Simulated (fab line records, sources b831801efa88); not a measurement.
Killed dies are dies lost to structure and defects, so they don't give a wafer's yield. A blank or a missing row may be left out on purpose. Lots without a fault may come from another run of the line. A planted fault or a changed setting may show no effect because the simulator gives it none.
Which tool did it? | flow gf180mcu | 6 lots, 18 wafers sampled, at 2 steps of a route of 602

WHAT THE GAUGES READ, wafer by wafer
GF_DNWELL_TW_MEAS_09.
lot  | measured    | on            | DNWELL_TW
L498 | day 2 23:21 | film_metro-04 | 1357 1357 1357
L500 | day 3 12:35 | film_metro-03 | 1329 1329 1329
L503 | day 4 02:23 | film_metro-03 | 1572 1566 1563
L510 | day 5 17:21 | film_metro-03 | 1323 1327 1328
L514 | day 6 13:35 | film_metro-04 | 1366 1371 1365
L516 | day 6 23:41 | film_metro-04 | 1357 1351 1370

WHICH TOOL RAN EACH LOT (tool, then ch and the chambers of the sampled wafers, then the start)
lot  | GF_DNWELL_IMPLANT_07
L498 | implanter-02 ch 0, day 2 23:08
L500 | implanter-01 ch 0, day 3 12:22
L503 | implanter-02 ch 0, day 4 02:08
L510 | implanter-03 ch 0, day 5 17:06
L514 | implanter-03 ch 0, day 6 13:20
L516 | implanter-02 ch 0, day 6 23:20
- GF_DNWELL_IMPLANT_07

THE ANSWER, worked out from the rows above alone
Rule: what is usual is taken from the lots themselves. Put in order of their means at a reading, lots are off if they are a third of the lots or fewer, leave a main group of 4 or more, and stand apart from it by a gap of 3 or more times the standard deviation of the main group's means; of several such gaps the widest counts. A main group whose means are all the same, to the digits that the tables above print for the reading, isn't used. A lot without any number at a reading at which 4 lots or more have one is off too. The other lots that the step has rows for count as sound.
Off: L503, at GF_DNWELL_TW_MEAS_09 (DNWELL_TW). The main group: mean 1348, standard deviation 17.
A tool fits if, at a process step before that reading, it ran every lot that is off, and no sound lot after the first of them. The gauges at GF_DNWELL_TW_MEAS_09 are tried like those tools. None of those tried fits.

WHAT THE SIMULATOR HAD PUT IN
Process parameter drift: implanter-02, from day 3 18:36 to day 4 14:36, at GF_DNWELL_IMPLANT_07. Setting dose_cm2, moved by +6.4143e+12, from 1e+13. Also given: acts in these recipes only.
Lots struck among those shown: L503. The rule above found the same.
